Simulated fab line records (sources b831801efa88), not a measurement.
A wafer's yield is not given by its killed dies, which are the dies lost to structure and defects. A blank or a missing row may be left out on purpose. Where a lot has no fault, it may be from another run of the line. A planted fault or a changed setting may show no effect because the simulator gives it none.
Chamber matching :: flow sky130 :: SKY_PASSIVATION_CVD_00 on pecvd-01: 3 sister chambers
The step deposits SiO2, target thk 90 nm. 6 wafers are shown with their chamber, then 11 later ones without.

## EACH WAFER AND ITS CHAMBER
wafer: L081.5
chamber: 0
heater power w (W): 570
rf fwd power W (W): 585

wafer: L081.6
chamber: 1
heater power w (W): 495
rf fwd power W (W): 590

wafer: L082.1
chamber: 0
heater power w (W): 610
rf fwd power W (W): 580

wafer: L082.2
chamber: 2
heater power w (W): 685
rf fwd power W (W): 589

wafer: L082.5
chamber: 1
heater power w (W): 505
rf fwd power W (W): 590

wafer: L085.1
chamber: 2
heater power w (W): 791
rf fwd power W (W): 588

## WAFERS WITHOUT THEIR CHAMBER
wafer: L085.2
heater power w (W): 553
rf fwd power W (W): 587

wafer: L085.4
heater power w (W): 544
rf fwd power W (W): 582

wafer: L089.2
heater power w (W): 563
rf fwd power W (W): 587

wafer: L089.3
heater power w (W): 430
rf fwd power W (W): 592

wafer: L089.6
heater power w (W): 717
rf fwd power W (W): 589

wafer: L092.3
heater power w (W): 469
rf fwd power W (W): 592

wafer: L092.5
heater power w (W): 791
rf fwd power W (W): 586

wafer: L092.6
heater power w (W): 483
rf fwd power W (W): 590

wafer: L096.2
heater power w (W): 453
rf fwd power W (W): 589

wafer: L096.5
heater power w (W): 595
rf fwd power W (W): 582

wafer: L096.6
heater power w (W): 462
rf fwd power W (W): 592

## CHAMBER TAKEN BY EACH
wafer: L085.2
from the rows above: can't be placed: 1 or 0
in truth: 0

wafer: L085.4
from the rows above: 0
in truth: 0

wafer: L089.2
from the rows above: can't be placed: 1 or 0 or 2
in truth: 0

wafer: L089.3
from the rows above: 1
in truth: 1

wafer: L089.6
from the rows above: 2
in truth: 2

wafer: L092.3
from the rows above: 1
in truth: 1

wafer: L092.5
from the rows above: 2
in truth: 2

wafer: L092.6
from the rows above: 1
in truth: 1

wafer: L096.2
from the rows above: 1
in truth: 1

wafer: L096.5
from the rows above: 0
in truth: 0

wafer: L096.6
from the rows above: 1
in truth: 1
9 of 11 placed correctly. Cannot be placed on the basis of these rows: 2; the candidates contain the true chamber in 2. Number placed wrongly: 0.
How it was worked out, from the rows above alone: a wafer's distance from a chamber is the root of the sum, over the readings, of the square of ((its reading less the chamber's mean) divided by the reading's scatter). The wafer belongs to the nearest chamber; if the next one is less than 2 further off, it can't be placed. Each chamber's mean is taken over the wafers shown for it. How the scatter is found: for the shown wafers, subtract from each reading the mean of its chamber, square and add these, divide the total by (wafers less chambers), then take the root.
